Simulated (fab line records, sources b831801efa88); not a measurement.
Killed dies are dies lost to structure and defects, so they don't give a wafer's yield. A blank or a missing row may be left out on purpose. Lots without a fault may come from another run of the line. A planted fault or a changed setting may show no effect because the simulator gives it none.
One fault seen from 2 desks | flow sky130 | each desk has only its own numbers; what lay behind them comes last

THE TOOL OWNER'S DESK: cvd_w-01
The tool's own readings at SKY_VIA4_CVD_18 (deposits W, target thk 505 nm, time 152.14 s): means of the sampled wafers that have a number, for each lot that ran on this tool. A lot is out of limits, marked OUT, if its mean lies more than 4 standard deviations from the usual mean; the brackets give that distance.
Columns: A = chamber_pressure_Torr at SKY_VIA4_CVD_18, usual 40.00 Torr; B = heater_power_w at SKY_VIA4_CVD_18, usual 860 W
lot  | first seen here | A     | B
L483 | day 43 04:08    | 39.97 | 810
L484 | day 43 08:07    | 40.02 | 801
L490 | day 44 23:43    | 39.97 | 820
L491 | day 45 05:49    | 39.93 | 852
L494 | day 46 05:17    | 40.00 | 816
L496 | day 46 10:04    | 40.09 | 856
This desk's finding: nothing out of limits on any of the 6 lots.

THE METROLOGY DESK
What the gauges read, lot by lot, whatever tool the lot ran on: means of the sampled wafers that have a number. A lot is out of limits, marked OUT, if its mean lies more than 4 standard deviations from the usual mean; the brackets give that distance.
Columns: A = VIA4_W_RS at SKY_VIA4_RS_MEAS_19, usual 0.2263 ohm/sq; B = VIA4_W_THK at SKY_VIA4_THK_MEAS_20, usual 496 nm
lot  | first seen here | A                | B
L483 | day 43 04:19    | 0.2287           | 495
L484 | day 43 08:16    | 0.2281           | 494
L488 | day 44 13:44    | 0.2233           | 500
L490 | day 44 23:52    | 0.2262           | 497
L491 | day 45 05:57    | 0.2274           | 496
L494 | day 46 05:27    | 0.3614 (+54) OUT | 339 (-27) OUT
L495 | day 46 07:36    | 0.2226           | 503
L496 | day 46 10:13    | 0.2978 (+29) OUT | 417 (-14) OUT
L505 | day 48 09:17    | 0.2267           | 496
This desk's finding: out of limits on L494, L496; first on L494, day 46 05:27 (VIA4_W_RS at SKY_VIA4_RS_MEAS_19). In limits: L483, L484, L488, L490, L491, L495, L505.

PUT TOGETHER
The metrology desk could have raised an alarm at day 46 05:27, on L494, L496.
The tool owner's desk saw nothing out of limits.
The tool owner's desk has L494, L496 on record, within its limits.
Of the lots named, all ran SKY_VIA4_CVD_18 on cvd_w-01.

WHAT THE SIMULATOR HAD PUT IN
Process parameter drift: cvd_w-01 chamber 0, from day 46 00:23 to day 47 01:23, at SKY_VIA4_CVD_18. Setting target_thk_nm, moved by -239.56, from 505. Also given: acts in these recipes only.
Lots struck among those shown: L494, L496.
Hours from the fault's start to each desk's first reading out of limits: the metrology desk, 5.
